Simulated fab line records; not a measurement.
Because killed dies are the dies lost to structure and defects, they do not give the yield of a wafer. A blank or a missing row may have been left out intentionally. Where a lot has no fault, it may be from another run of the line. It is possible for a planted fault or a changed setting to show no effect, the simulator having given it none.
8D (eight disciplines) problem report, filled in by code + flow gf180mcu + the parts of the form that need people (team, actions taken, sign-off) are left out

## 1. WHAT WENT WRONG
Mean of strip time to endpoint s at GF_STI_STRIP_15: 4.11 s across 6 wafers in 2 lots; on wafers with no fault it is 3.73 s (standard deviation 0.068). Measured from the usual mean, that is +5.6 standard deviations.
The step: strips in O2/N2.
First seen on wafer L877.2, day 4 04:29, on plasma asher-02. The record has a number at this step for 36 wafers belonging to 12 lots. Rule for "out", or "out of limits": more than 4 standard deviations from the usual mean. The other wafers with a number count as sound.

## 2. WHAT THIS IS AND IS NOT
| question                    | is                               | is not                                                     |
|-----------------------------|----------------------------------|------------------------------------------------------------|
| which readings at this step | strip time to endpoint s         | drypump motor current A, heater power w                    |
| which lots                  | L877, L878                       | L867, L868, L869, L870, L871, L872, L873, L874, L875, L876 |
| which wafers of those lots  | all that have a number           | -                                                          |
| read on which tools         | plasma asher-02, plasma asher-03 | plasma asher-04                                            |
| when                        | from day 4 04:29                 | up to then (30 sound wafers)                               |

## 3. SUSPECTS, AND WHAT RULES EACH OUT
Counting: any tool at a process step up to the reading is kept as a suspect provided that every lot that is out went through it and no sound lot did after the first of them.
- litho track-04 at GF_STI_COAT_07 (resist thk 700 nm): kept. It ran every lot that is out, first L877 (day 3 21:26), and no sound lot after that; its last sound lot up to then is L876 (day 3 16:49).
After counting, what remains is litho track-04 at GF_STI_COAT_07.

## 4. THE CAUSE (what the simulator had put in)
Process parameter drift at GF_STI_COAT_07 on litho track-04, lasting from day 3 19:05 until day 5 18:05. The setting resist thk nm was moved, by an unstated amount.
This tool alone remained once counting was done.

## 5. THE CHAIN OF EFFECTS, in route order
Rows list readings where the struck wafers' mean (over those with a number) sits beyond 3 standard deviations from the usual. Scope: only readings with a usual standard deviation given in the record; hours: median across lots of the time from each lot's start at the first step in this table that gives one to its start at this step; sigmas: change in usual standard deviations.
| hours | step            | reading                  | usual      | on struck wafers | change | sigmas |
|-------|-----------------|--------------------------|------------|------------------|--------|--------|
| 0     | GF_STI_STRIP_15 | oes product au           | 0.384 a.u. | 0.400            | +0.016 | +3.2   |
| 0     | GF_STI_STRIP_15 | strip time to endpoint s | 3.73 s     | 4.11             | +0.38  | +5.6   |
Here are the process steps it includes:
- GF_STI_STRIP_15: strips in O2/N2.
Later steps that measure or inspect, where all struck wafers having a row at the step show a number for every such reading and not one has moved that far: GF_NSD_TW_MEAS_12.

## 6. WHAT WOULD HAVE CAUGHT IT SOONER
In this record no reading fell out of limits until day 4 04:29, 9 hours after the fault had begun at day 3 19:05.
By day 4 04:29 the whole set of lots that are out, 2 in number, had already begun GF_STI_COAT_07 on litho track-04. None of them would have been spared by holding the tool at that moment.
